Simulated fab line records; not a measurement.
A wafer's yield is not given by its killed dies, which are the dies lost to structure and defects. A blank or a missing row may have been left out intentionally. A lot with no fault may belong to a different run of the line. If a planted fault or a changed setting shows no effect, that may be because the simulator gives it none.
Which tool did it? | flow gf180mcu | 12 lots, 35 wafers sampled, at 3 steps of a route of 602

== WHAT THE GAUGES READ, wafer by wafer ==
GF_V5_THK_MEAS_25: measures by xrf.
lot  | measured     | on            | V5_W_THK (nm)
L595 | day 27 06:47 | film_metro-02 | 351 357
L596 | day 27 15:31 | film_metro-04 | 351 348 353
L597 | day 28 00:18 | film_metro-02 | 361 366 363
L600 | day 28 19:14 | film_metro-04 | 364 360 355
L601 | day 29 06:44 | film_metro-04 | 365 355 363
L604 | day 30 02:13 | film_metro-04 | 373 359 365
L605 | day 30 11:03 | film_metro-02 | 373 370 360
L606 | day 30 19:37 | film_metro-04 | 364 348 366
L613 | day 32 09:20 | film_metro-04 | 349 359 349
L614 | day 32 15:32 | film_metro-01 | 365 360 361
L616 | day 33 02:15 | film_metro-01 | 360 351 361
L618 | day 33 13:54 | film_metro-02 | 371 374 356

GF_PASSIVATION_THK_MEAS_03.
lot  | measured     | on            | PASSIVATION_CVD_02_THK (nm)
L595 | day 28 04:11 | film_metro-03 | 703 704
L596 | day 28 13:14 | film_metro-03 | 713 698 712
L597 | day 28 21:38 | film_metro-01 | 701 717 709
L600 | day 29 16:20 | film_metro-03 | 705 711 712
L601 | day 30 03:43 | film_metro-02 | 695 705 696
L604 | day 30 21:55 | film_metro-02 | 690 690 706
L605 | day 31 06:50 | film_metro-01 | 693 700 704
L606 | day 31 15:01 | film_metro-03 | 709 710 720
L613 | day 33 03:07 | film_metro-03 | 686 704 699
L614 | day 33 09:04 | film_metro-01 | 694 702 710
L616 | day 33 19:17 | film_metro-01 | 694 706 720
L618 | day 34 07:17 | film_metro-03 | 709 701 722

== WHAT TOOL EACH LOT RAN ON (gives the tool, then ch and the chambers of the sampled wafers, and finally the start) ==
lot  | GF_TOP_METAL_SPUTTER_01
L595 | pvd_sputter-01, day 27 07:15
L596 | pvd_sputter-01, day 27 15:58
L597 | pvd_sputter-01, day 28 00:44
L600 | pvd_sputter-01, day 28 19:42
L601 | pvd_sputter-01, day 29 07:11
L604 | pvd_sputter-03, day 30 02:40
L605 | pvd_sputter-04, day 30 11:30
L606 | pvd_sputter-01, day 30 20:04
L613 | pvd_sputter-01, day 32 09:47
L614 | pvd_sputter-04, day 32 15:59
L616 | pvd_sputter-04, day 33 02:44
L618 | pvd_sputter-03, day 33 14:23
- GF_TOP_METAL_SPUTTER_01: material TiN, target thk 30 nm, time 25 s.

== WHAT THE TOOLS THEMSELVES READ (means of the sampled wafers that have a number; where no wafer has one, the mark that the record gives instead) ==
GF_TOP_METAL_SPUTTER_01.
lot  | tool           | throttle_valve_pct (%)
L595 | pvd_sputter-01 | 29.4
L596 | pvd_sputter-01 | 29.0
L597 | pvd_sputter-01 | 29.3
L600 | pvd_sputter-01 | 30.2
L601 | pvd_sputter-01 | 29.3
L604 | pvd_sputter-03 | 29.7
L605 | pvd_sputter-04 | 30.6
L606 | pvd_sputter-01 | 29.8
L613 | pvd_sputter-01 | 29.7
L614 | pvd_sputter-04 | 31.2
L616 | pvd_sputter-04 | 31.0
L618 | pvd_sputter-03 | 30.7

== THE ANSWER, worked out from the rows above alone ==
Rule: what is usual is taken from the lots themselves. Put in order of their means at a reading, lots are off if they are a third of the lots or fewer, leave a main group of 4 or more, and stand apart from it by a gap of 3 or more times the standard deviation of the main group's means; of several such gaps the widest counts. A main group is skipped when, at the precision printed for the reading in the tables above, its means are all equal. A lot without any number at a reading at which 4 lots or more have one is off too. All remaining lots with rows at the step are treated as sound. After the gauges, taken in route order, come the tools' own readings; for these a lot's mean is taken, as printed above. At the first step where some lot is off, the reading lying furthest off is the one used; lots without a number count as furthest.
Nothing can be told from this: no lot is off at any reading shown.

== WHAT THE SIMULATOR HAD INSERTED ==
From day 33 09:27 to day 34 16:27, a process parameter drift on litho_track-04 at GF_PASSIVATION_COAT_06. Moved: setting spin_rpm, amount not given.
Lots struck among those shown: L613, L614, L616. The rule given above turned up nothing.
